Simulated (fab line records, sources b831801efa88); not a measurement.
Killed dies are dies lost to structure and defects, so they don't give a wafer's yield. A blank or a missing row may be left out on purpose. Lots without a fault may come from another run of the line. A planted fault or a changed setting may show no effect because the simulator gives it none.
One fault seen from 2 desks | flow sky130 | each desk has only its own numbers; what lay behind them comes last

THE TOOL OWNER'S DESK: furnace-01
The tool's own readings at SKY_GATE_OXIDE_OXIDATION_01 (stabilise 600 s, purge 300 s, target thk 10.268 nm): means of the sampled wafers that have a number, for each lot that ran on this tool. A lot is out of limits, marked OUT, if its mean lies more than 4 standard deviations from the usual mean; the brackets give that distance.
Columns: A = spike_tc_bottom_C at SKY_GATE_OXIDE_OXIDATION_01, usual 920.3 C; B = spike_tc_centre_C at SKY_GATE_OXIDE_OXIDATION_01, usual 901.2 C; C = spike_tc_lower_C at SKY_GATE_OXIDE_OXIDATION_01, usual 899.8 C; D = spike_tc_top_C at SKY_GATE_OXIDE_OXIDATION_01, usual 908.9 C; E = spike_tc_upper_C at SKY_GATE_OXIDE_OXIDATION_01, usual 899.3 C; F = tube_center_temp_C at SKY_GATE_OXIDE_OXIDATION_01, usual 900.01 C; G = tube_center_temp_C_max at SKY_GATE_OXIDE_OXIDATION_01, usual 902.3
lot  | first seen here | A     | B                | C                | D                | E     | F                | G
L542 | day 14 16:26    | 918.8 | 901.3            | 899.3            | 908.7            | 900.2 | 899.98           | 902.8
L543 | day 14 22:48    | 918.3 | 899.7            | 899.2            | 908.6            | 901.0 | 900.04           | 902.4
L544 | day 15 08:17    | 918.2 | 900.4            | 900.0            | 907.7            | 900.7 | 899.98           | 902.8
L546 | day 16 05:48    | 917.7 | 900.9            | 899.6            | 908.7            | 901.8 | 899.96           | 902.4
L551 | day 17 19:11    | 911.4 | 894.9 (-5.7) OUT | 891.9 (-7.9) OUT | 901.4 (-6.8) OUT | 893.4 | 893.18 (-86) OUT | 895.2 (-18) OUT
L552 | day 18 07:17    | 911.5 | 894.3 (-6.3) OUT | 893.8 (-6.0) OUT | 902.0 (-6.3) OUT | 895.3 | 893.17 (-87) OUT | 895.6 (-17) OUT
This desk's finding: out of limits on L551, L552; first on L551, day 17 19:11 (spike_tc_centre_C at SKY_GATE_OXIDE_OXIDATION_01). In limits: L542, L543, L544, L546.

THE METROLOGY DESK
What the gauges read, lot by lot, whatever tool the lot ran on: means of the sampled wafers that have a number. A lot is out of limits, marked OUT, if its mean lies more than 4 standard deviations from the usual mean; the brackets give that distance.
Columns: A = GATE_OXIDE_OXIDATION_00_THK at SKY_GATE_OXIDE_THK_MEAS_02, usual 10.26 nm; B = SD_N_OVL at SKY_SD_N_OVL_MEAS_08, usual -0.1 nm
lot  | first seen here | A               | B
L536 | day 12 21:19    | 10.20           | 1.0
L541 | day 14 10:24    | 10.23           | -1.0
L542 | day 14 17:52    | 10.15           | 0.3
L543 | day 15 00:13    | 10.20           | -1.2
L544 | day 15 09:43    | 10.17           | 0.0
L545 | day 15 21:18    | 10.06           | -1.6
L546 | day 16 07:13    | 10.40           | -0.8
L551 | day 17 20:37    | 9.29 (-4.6) OUT | -0.1
L552 | day 18 08:41    | 9.50            | -1.8
L557 | day 20 01:46    | 10.21           | -0.5
L559 | day 20 17:30    | 10.16           | 4.5
This desk's finding: out of limits on L551; first on L551, day 17 20:37 (GATE_OXIDE_OXIDATION_00_THK at SKY_GATE_OXIDE_THK_MEAS_02). In limits: L536, L541, L542, L543, L544, L545, L546, L552, L557, L559.

PUT TOGETHER
The tool owner's desk could have raised an alarm at day 17 19:11, on L551, L552.
The metrology desk could have raised an alarm at day 17 20:37, on L551.
The metrology desk has L552 on record, within its limits.
Of the lots named, all ran SKY_GATE_OXIDE_OXIDATION_01 on furnace-01.

WHAT THE SIMULATOR HAD PUT IN
Process parameter drift: furnace-01, from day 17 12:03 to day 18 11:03, at SKY_GATE_OXIDE_OXIDATION_01. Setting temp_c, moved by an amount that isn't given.
Lots struck among those shown: L551, L552.
Hours from the fault's start to each desk's first reading out of limits: the tool owner's desk, 7; the metrology desk, 9.
